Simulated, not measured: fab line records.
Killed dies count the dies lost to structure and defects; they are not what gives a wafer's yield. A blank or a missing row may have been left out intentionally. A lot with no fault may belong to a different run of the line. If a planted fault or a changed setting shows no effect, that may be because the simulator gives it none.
Matching of chambers    flow gf180mcu    cmp-01 running GF_V5_CMP_04: 4 sister chambers
The step polishes SiO2. 8 wafers are shown with their chamber, then 9 later ones without.

WAFERS, EACH WITH ITS CHAMBER
wafer   chamber  motor current A (A)
L077.4  0        12.1
L082.1  2        11.3
L083.4  2        11.4
L085.2  1        11.8
L085.4  0        12.3
L088.1  3        11.6
L088.3  1        11.8
L088.5  3        11.5

WAFERS WHOSE CHAMBER IS MISSING
wafer   motor current A (A)
L090.1  11.2
L090.3  11.2
L090.6  12.0
L092.3  11.2
L092.4  11.5
L092.6  11.1
L094.4  12.0
L094.5  11.0
L094.6  11.2

WHICH CHAMBER EACH ONE RAN IN
wafer    from the rows above       in truth
L090.1   2                         2
L090.3   2                         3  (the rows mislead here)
L090.6   can't be placed: 0 or 1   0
L092.3   2                         2
L092.4   can't be placed: 3 or 2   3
L092.6   2                         2
L094.4   can't be placed: 0 or 1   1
L094.5   2                         2
L094.6   2                         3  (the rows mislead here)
Correct placement for 4 of the 9. Unplaceable from these rows: 3, with the true chamber sitting among the candidates in 3. Wrongly placed: 2.
How it was worked out, from the rows above alone: a wafer's distance from a chamber is the root of the sum, over the readings, of the square of ((its reading less the chamber's mean) divided by the reading's scatter). The wafer belongs to the nearest chamber; if the next one is less than 2 further off, it can't be placed. The mean given for a chamber averages the wafers shown for that chamber. How the scatter is found: for the shown wafers, subtract from each reading the mean of its chamber, square and add these, divide the total by (wafers less chambers), then take the root.
